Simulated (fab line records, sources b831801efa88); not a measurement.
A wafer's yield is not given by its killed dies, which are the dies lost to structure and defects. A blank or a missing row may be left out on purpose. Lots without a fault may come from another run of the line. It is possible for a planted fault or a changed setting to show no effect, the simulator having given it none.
2 desks looking at one fault ; flow gf180mcu ; each desk holds nothing but its own numbers, with what lay behind them at the end

TOOL OWNER'S DESK, cvd-w-02
The tool's own readings at GF_CONTACT_CVD_24 (deposits W, target thk 300 nm, time 90.339 s): means of the sampled wafers that have a number, for each lot that ran on this tool. Marked OUT: a lot whose mean sits more than 4 standard deviations from the usual mean, which makes it out of limits; the brackets give that distance.
Columns: A = chamber-pressure-Torr at GF_CONTACT_CVD_24, usual 40.01 Torr; B = heater-power-w at GF_CONTACT_CVD_24, usual 875 W
lot;first seen here;A;B
L894;day 16 10:55;40.01;852
L895;day 16 19:26;40.00;907
L900;day 18 16:34;40.03;926
L903;day 20 03:28;33.22 (-83) OUT;930
L905;day 21 13:41;33.32 (-82) OUT;859
Finding of this desk: L903, L905 out of limits; the first was L903 at day 20 03:28, on chamber-pressure-Torr at GF_CONTACT_CVD_24. In limits: L894, L895, L900.

FROM THE METROLOGY DESK
Lot by lot, what the gauges showed, no matter which tool ran the lot: averages of those sampled wafers that carry a number. Marked OUT: a lot whose mean sits more than 4 standard deviations from the usual mean, which makes it out of limits; the brackets give that distance.
Columns: A = cd-nm at GF_CONTACT_CD_MEAS_14, usual 219.9 nm; B = CONTACT_W_RS at GF_CONTACT_RS_MEAS_25, usual 0.382 ohm/sq; C = CONTACT_W_THK at GF_CONTACT_THK_MEAS_26, usual 298 nm
lot;first seen here;A;B;C
L894;day 16 10:12;222.1;0.383;295
L895;day 16 18:42;219.0;0.386;294
L897;day 17 16:21;220.6;0.383;298
L898;day 17 23:41;218.5;0.380;300
L899;day 18 06:04;220.4;0.380;299
L900;day 18 15:51;218.5;0.386;295
L901;day 19 01:48;221.5;0.378;302
L903;day 20 02:45;220.6;0.417 (+5.1) OUT;274 (-4.3) OUT
L905;day 21 12:57;219.4;0.419 (+5.3) OUT;274 (-4.3) OUT
L913;day 23 09:51;220.2;0.381;297
L915;day 24 06:53;219.8;0.378;304
L916;day 24 10:59;216.4;0.375;304
This desk's finding: out of limits on L903, L905; first on L903, day 20 03:34 (CONTACT_W_RS at GF_CONTACT_RS_MEAS_25). In limits: L894, L895, L897, L898, L899, L900, L901, L913, L915, L916.

PUT TOGETHER
The tool owner's desk could have raised an alarm at day 20 03:28, on L903, L905.
Metrology desk: alarm possible at day 20 03:34 on L903, L905.
The lots listed all ran GF_CONTACT_CVD_24 on cvd-w-02.

WHAT WAS PUT IN BY THE SIMULATOR
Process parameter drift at GF_CONTACT_CVD_24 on cvd-w-02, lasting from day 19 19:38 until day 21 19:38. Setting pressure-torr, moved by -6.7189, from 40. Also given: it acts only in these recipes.
Shown lots that were struck: L903, L905.
Fault start to first reading out of limits, in hours, per desk: tool owner, 8; metrology, 8.
